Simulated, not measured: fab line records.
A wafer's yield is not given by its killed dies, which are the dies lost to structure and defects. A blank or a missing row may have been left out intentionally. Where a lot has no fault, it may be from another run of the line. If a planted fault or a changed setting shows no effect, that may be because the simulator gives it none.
Chamber matching    flow gf180mcu    GF_POLY_GATE_ETCH_13 on rie_si-01: 4 sister chambers
The step etches poly-Si in HBr/Cl2, stops on SiO2, target depth 198.5 nm, time 69.6 s. 4 wafers are shown with their chamber, then 8 later ones without.

## WAFERS, EACH WITH ITS CHAMBER
wafer   chamber  drypump_motor_current_A (A)
L873.5  3        5.0
L873.6  0        6.4
L876.5  1        5.5
L883.3  2        5.0

## WAFERS MISSING THEIR CHAMBER
wafer   drypump_motor_current_A (A)
L883.4  6.5
L883.5  6.5
L884.1  5.5
L884.2  5.1
L884.4  5.0
L887.1  5.0
L887.2  6.4
L887.3  5.5

## WHICH CHAMBER EACH WENT THROUGH
wafer   from the rows above      in truth
L883.4  0                        0
L883.5  0                        0
L884.1  1                        1
L884.2  can't be placed: 2 or 3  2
L884.4  can't be placed: 2 or 3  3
L887.1  can't be placed: 2 or 3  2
L887.2  0                        0
L887.3  1                        1
5 of 8 placed correctly. From these rows, 3 cannot be placed; in 3 the true chamber is one of the candidates. Wrongly placed: 0.
How it was worked out, from the rows above alone: a wafer's distance from a chamber is the root of the sum, over the readings, of the square of ((its reading less the chamber's mean) divided by the reading's scatter). If the next closest chamber is less than 2 further off than the closest, the wafer can't be placed; otherwise it belongs to the closest. For every chamber, the mean is computed from those of its wafers that are shown. The scatter (one wafer shown for each chamber): square how far every hidden wafer sits from the nearest shown wafer, average those squares and take the square root.
